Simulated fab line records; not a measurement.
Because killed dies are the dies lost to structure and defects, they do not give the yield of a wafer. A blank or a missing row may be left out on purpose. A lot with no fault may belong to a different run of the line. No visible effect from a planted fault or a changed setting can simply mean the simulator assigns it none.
Matching of chambers    flow sky130    SKY_VIA2_ETCH_15 on rie diel-02: 4 sister chambers
The step etches SiO2 in C4F8/O2/Ar, stops on TiN, target depth 546 nm, time 84 s. 14 wafers are shown with their chamber, then 7 later ones without.

== WAFERS PAIRED WITH THEIR CHAMBERS ==
wafer   chamber  oes product au (a.u.)
L988.1  3        0.949
L988.2  2        0.935
L988.4  0        0.932
L990.1  1        0.942
L990.3  3        0.931
L990.5  2        0.944
L992.2  3        0.941
L992.3  1        0.948
L992.6  3        0.942
L994.2  2        0.942
L994.4  0        0.929
L994.6  0        0.939
L995.2  2        0.936
L995.4  2        0.940

SIGNATURES (averages over the wafers above)
reading         chamber 0  chamber 1  chamber 2  chamber 3  scatter within a chamber
oes product au  0.93333    0.94500    0.93940    0.94075    0.00543
Rule: a wafer's distance from a chamber is the root of the sum, over the readings, of the square of ((its reading less the chamber's mean) divided by the reading's scatter). If the next closest chamber is less than 2 further off than the closest, the wafer can't be placed; otherwise it belongs to the closest. The scatter: the root of (the sum of the squares of (reading less its chamber's mean) over the shown wafers, divided by (wafers less chambers)).

== WAFERS WITH NO CHAMBER GIVEN ==
wafer   oes product au (a.u.)
L995.5  0.936
L110.1  0.934
L110.2  0.940
L110.6  0.939
L111.3  0.937
L111.5  0.937
L111.6  0.941

== WHICH CHAMBER EACH ONE RAN IN ==
wafer   from the rows above                in truth
L995.5  can't be placed: 0 or 2 or 3 or 1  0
L110.1  can't be placed: 0 or 2 or 3 or 1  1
L110.2  can't be placed: 2 or 3 or 1 or 0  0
L110.6  can't be placed: 2 or 3 or 0 or 1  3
L111.3  can't be placed: 2 or 0 or 3 or 1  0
L111.5  can't be placed: 2 or 0 or 3 or 1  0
L111.6  can't be placed: 3 or 2 or 1 or 0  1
Correct placement for 0 of the 7. Not placeable from these rows: 7 (in 7, the candidates include the true chamber). 0 placed wrongly.
